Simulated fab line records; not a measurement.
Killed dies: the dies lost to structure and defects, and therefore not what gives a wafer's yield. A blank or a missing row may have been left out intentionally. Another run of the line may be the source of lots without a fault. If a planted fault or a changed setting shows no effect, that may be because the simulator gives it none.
Chamber matching + flow sky130 + SKY_VIA1_CMP_02 on cmp-02: 4 sister chambers
The step polishes SiO2. 4 wafers are shown with their chamber, then 9 later ones without.

## WAFERS, EACH WITH ITS CHAMBER
| wafer  | chamber | motorCurrentA (A) |
|--------|---------|-------------------|
| L534.4 | 0       | 12.4              |
| L535.1 | 1       | 12.5              |
| L535.2 | 3       | 10.6              |
| L535.4 | 2       | 9.7               |

## WAFERS WITH NO CHAMBER GIVEN
| wafer  | motorCurrentA (A) |
|--------|-------------------|
| L537.3 | 11.9              |
| L537.4 | 9.8               |
| L537.5 | 12.0              |
| L539.1 | 12.3              |
| L539.3 | 9.5               |
| L539.5 | 13.4              |
| L540.1 | 12.7              |
| L540.5 | 12.9              |
| L540.6 | 10.6              |

## EACH ONE'S CHAMBER
| wafer  | from the rows above          | in truth |
|--------|------------------------------|----------|
| L537.3 | can't be placed: 0 or 1 or 3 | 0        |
| L537.4 | can't be placed: 2 or 3      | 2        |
| L537.5 | can't be placed: 0 or 1      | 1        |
| L539.1 | can't be placed: 0 or 1      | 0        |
| L539.3 | 2                            | 2        |
| L539.5 | can't be placed: 1 or 0      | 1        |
| L540.1 | can't be placed: 1 or 0      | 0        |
| L540.5 | can't be placed: 1 or 0      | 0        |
| L540.6 | 3                            | 3        |
Correctly placed: 2 of 9. From these rows, 7 cannot be placed; in 7 the true chamber is one of the candidates. 0 placed wrongly.
How it was worked out, from the rows above alone: a wafer's distance from a chamber is the root of the sum, over the readings, of the square of ((its reading less the chamber's mean) divided by the reading's scatter). If the next closest chamber is less than 2 further off than the closest, the wafer can't be placed; otherwise it belongs to the closest. For every chamber, the mean is computed from those of its wafers that are shown. The scatter: with one shown wafer a chamber, the root of the mean of the squares of how far each hidden wafer lies from its nearest shown one.
